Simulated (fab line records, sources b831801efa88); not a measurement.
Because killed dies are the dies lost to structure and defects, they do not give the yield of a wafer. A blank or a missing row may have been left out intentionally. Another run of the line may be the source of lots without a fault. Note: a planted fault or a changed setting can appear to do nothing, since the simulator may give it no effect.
2 desks, one fault	flow gf180mcu	numbers are kept per desk, each desk with only its own; the story behind them comes last

## DESK OF THE TOOL OWNER: implanter-02
For each lot that ran on this tool, the mean over its sampled wafers that have a number, from the tool's own readings at GF_HV_LDD_IMPLANT_09. Any lot whose mean is over 4 standard deviations away from the usual mean is out of limits and marked OUT; that distance is given in the brackets.
Columns: A = dose ions cm2 at GF_HV_LDD_IMPLANT_09, usual 1e+14; B = faraday current uA at GF_HV_LDD_IMPLANT_09, usual 563; C = tilt deg at GF_HV_LDD_IMPLANT_09, usual 6.997 degrees
lot	first seen here	A	B	C
L211	day 10 10:16	1e+14	567	7.008
L214	day 11 07:18	1e+14	566	6.999
L216	day 11 21:46	7e+13 (-99 or more) OUT	411 (-14) OUT	7.010
L217	day 12 05:46	7e+13 (-99 or more) OUT	406 (-14) OUT	6.987
L219	day 12 15:51	7e+13 (-99 or more) OUT	403 (-15) OUT	7.016
L229	day 15 20:49	1e+14	566	6.993
L230	day 16 02:52	1e+14	561	6.994
L233	day 17 03:48	1e+14	563	7.010
This desk's finding: out of limits on L216, L217, L219; first on L216, day 11 21:46 (dose ions cm2 at GF_HV_LDD_IMPLANT_09). In limits: L211, L214, L229, L230, L233.

## THE METROLOGY DESK
What the gauges read, lot by lot, whatever tool the lot ran on: means of the sampled wafers that have a number. Any lot whose mean is over 4 standard deviations away from the usual mean is out of limits and marked OUT; that distance is given in the brackets.
Columns: A = VT_IMPLANT_3_TW at GF_VT_IMPLANT_TW_MEAS_32, usual 268; B = HV_LDD_TW at GF_HV_LDD_TW_MEAS_11, usual 2421; C = HV_LDD_CVD_56_THK at GF_HV_LDD_THK_MEAS_57, usual 90.6 nm
lot	first seen here	A	B	C
L210	day 7 01:00	264	2422	89.8
L211	day 7 05:05	272	2429	90.1
L214	day 8 00:54	273	2407	90.4
L216	day 8 13:34	272	2218 (-11) OUT	90.8
L217	day 8 20:34	264	2243 (-9.9) OUT	89.8
L218	day 9 04:17	264	2398	91.1
L219	day 9 07:01	272	2219 (-11) OUT	89.9
L221	day 10 01:53	270	2429	90.4
L225	day 11 03:21	268	2405	91.0
L228	day 11 19:08	271	2404	91.9
L229	day 12 00:26	271	2401	89.9
L230	day 12 06:10	271	2448	88.6
L233	day 13 02:56	270	2442	88.8
This desk reports L216, L217, L219 out of limits; the earliest was L216 at day 11 22:01 (HV_LDD_TW at GF_HV_LDD_TW_MEAS_11). In limits: L210, L211, L214, L218, L221, L225, L228, L229, L230, L233.

## BROUGHT TOGETHER
The tool owner's desk had the chance to raise an alarm at day 11 21:46 on L216, L217, L219.
Metrology desk: alarm possible at day 11 22:01 on L216, L217, L219.
Of the lots named, all ran GF_HV_LDD_IMPLANT_09 on implanter-02.

## WHAT WAS PUT IN BY THE SIMULATOR
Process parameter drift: implanter-02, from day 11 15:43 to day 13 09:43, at GF_HV_LDD_IMPLANT_09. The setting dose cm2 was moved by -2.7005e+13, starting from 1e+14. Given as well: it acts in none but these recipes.
Lots struck among those shown: L216, L217, L219.
Delay (hours) between the fault's onset and each desk's first out-of-limits reading: 6 at the tool owner's desk, 6 at the metrology desk.
